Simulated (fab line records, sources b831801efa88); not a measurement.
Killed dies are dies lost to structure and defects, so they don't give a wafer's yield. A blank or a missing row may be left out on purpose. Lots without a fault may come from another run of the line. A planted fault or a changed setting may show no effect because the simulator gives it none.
One fault seen from 2 desks | flow sky130 | each desk has only its own numbers; what lay behind them comes last

THE METROLOGY DESK
What the gauges read, lot by lot, whatever tool the lot ran on: means of the sampled wafers that have a number. A lot is out of limits, marked OUT, if its mean lies more than 4 standard deviations from the usual mean; the brackets give that distance.
Columns: A = FIELD_ISO_CVD_24_THK at SKY_FIELD_ISO_THK_MEAS_25, usual 593 nm
lot  | first seen here | A
L965 | day 2 13:15     | 598
L969 | day 3 11:20     | 595
L970 | day 3 14:13     | 594
L971 | day 3 21:46     | 595
L972 | day 4 00:37     | 591
L973 | day 4 05:56     | 592
L976 | day 5 01:56     | 592
L977 | day 5 04:28     | 588
L982 | day 6 05:35     | 589
L983 | day 6 13:59     | 594
L985 | day 6 22:40     | 591
L986 | day 7 02:23     | 598
L987 | day 7 07:01     | 595
This desk's finding: nothing out of limits on any of the 13 lots.

THE TOOL OWNER'S DESK: implanter-01
The tool's own readings at SKY_NWELL_IMPLANT_12: means of the sampled wafers that have a number, for each lot that ran on this tool. A lot is out of limits, marked OUT, if its mean lies more than 4 standard deviations from the usual mean; the brackets give that distance.
Columns: A = beam_energy_keV at SKY_NWELL_IMPLANT_12, usual 120.00; B = beam_on_s at SKY_NWELL_IMPLANT_12, usual 9.99 s
lot  | first seen here | A                | B
L969 | day 5 20:16     | 119.97           | 9.95
L970 | day 5 21:36     | 119.99           | 10.20
L971 | day 6 07:07     | 122.57 (+80) OUT | 10.06
L973 | day 6 17:05     | 122.55 (+80) OUT | 10.06
This desk's finding: out of limits on L971, L973; first on L971, day 6 07:07 (beam_energy_keV at SKY_NWELL_IMPLANT_12). In limits: L969, L970.

PUT TOGETHER
The tool owner's desk could have raised an alarm at day 6 07:07, on L971, L973.
The metrology desk saw nothing out of limits.
The metrology desk has L971, L973 on record, within its limits.
Of the lots named, all ran SKY_NWELL_IMPLANT_12 on implanter-01.

WHAT THE SIMULATOR HAD PUT IN
Process parameter drift: implanter-01, from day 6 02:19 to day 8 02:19, at SKY_NWELL_IMPLANT_12. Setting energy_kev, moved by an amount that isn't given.
Lots struck among those shown: L971, L973.
Hours from the fault's start to each desk's first reading out of limits: the tool owner's desk, 5.
